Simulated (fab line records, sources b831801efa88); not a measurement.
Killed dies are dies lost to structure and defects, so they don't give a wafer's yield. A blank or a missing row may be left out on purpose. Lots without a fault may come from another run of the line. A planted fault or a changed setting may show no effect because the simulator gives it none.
Chamber matching | flow sky130 | SKY_METAL3_ETCH_17 on rie_diel-01: 4 sister chambers
The step etches SiO2 in C4F8/O2/Ar, stops on TiN, time 3.9 s, target depth 15 nm. 4 wafers are shown with their chamber, then 11 later ones without.

WAFERS WITH THEIR CHAMBER
wafer  | chamber | oes_product_au (a.u.)
L082.1 | 1       | 0.767
L086.5 | 3       | 0.765
L089.3 | 2       | 0.761
L090.1 | 0       | 0.746

WAFERS WITHOUT THEIR CHAMBER
wafer  | oes_product_au (a.u.)
L090.3 | 0.748
L090.6 | 0.762
L094.4 | 0.756
L094.5 | 0.760
L094.6 | 0.755
L097.1 | 0.758
L097.2 | 0.758
L097.3 | 0.767
L097.4 | 0.761
L097.5 | 0.768
L097.6 | 0.761

WHICH CHAMBER EACH WENT THROUGH
wafer  | from the rows above          | in truth
L090.3 | 0                            | 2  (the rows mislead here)
L090.6 | can't be placed: 2 or 3 or 1 | 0
L094.4 | can't be placed: 2 or 3 or 0 | 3
L094.5 | can't be placed: 2 or 3      | 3
L094.6 | can't be placed: 2 or 0 or 3 | 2
L097.1 | can't be placed: 2 or 3      | 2
L097.2 | can't be placed: 2 or 3      | 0
L097.3 | can't be placed: 1 or 3      | 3
L097.4 | can't be placed: 2 or 3      | 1
L097.5 | can't be placed: 1 or 3      | 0
L097.6 | can't be placed: 2 or 3      | 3
Placed correctly: 0 of 11. Can't be placed from these rows: 10 (the true chamber is among the candidates in 6). Placed wrongly: 1.
How it was worked out, from the rows above alone: a wafer's distance from a chamber is the root of the sum, over the readings, of the square of ((its reading less the chamber's mean) divided by the reading's scatter). The wafer belongs to the nearest chamber; if the next one is less than 2 further off, it can't be placed. A chamber's mean is the mean of its shown wafers. The scatter: with one shown wafer a chamber, the root of the mean of the squares of how far each hidden wafer lies from its nearest shown one.
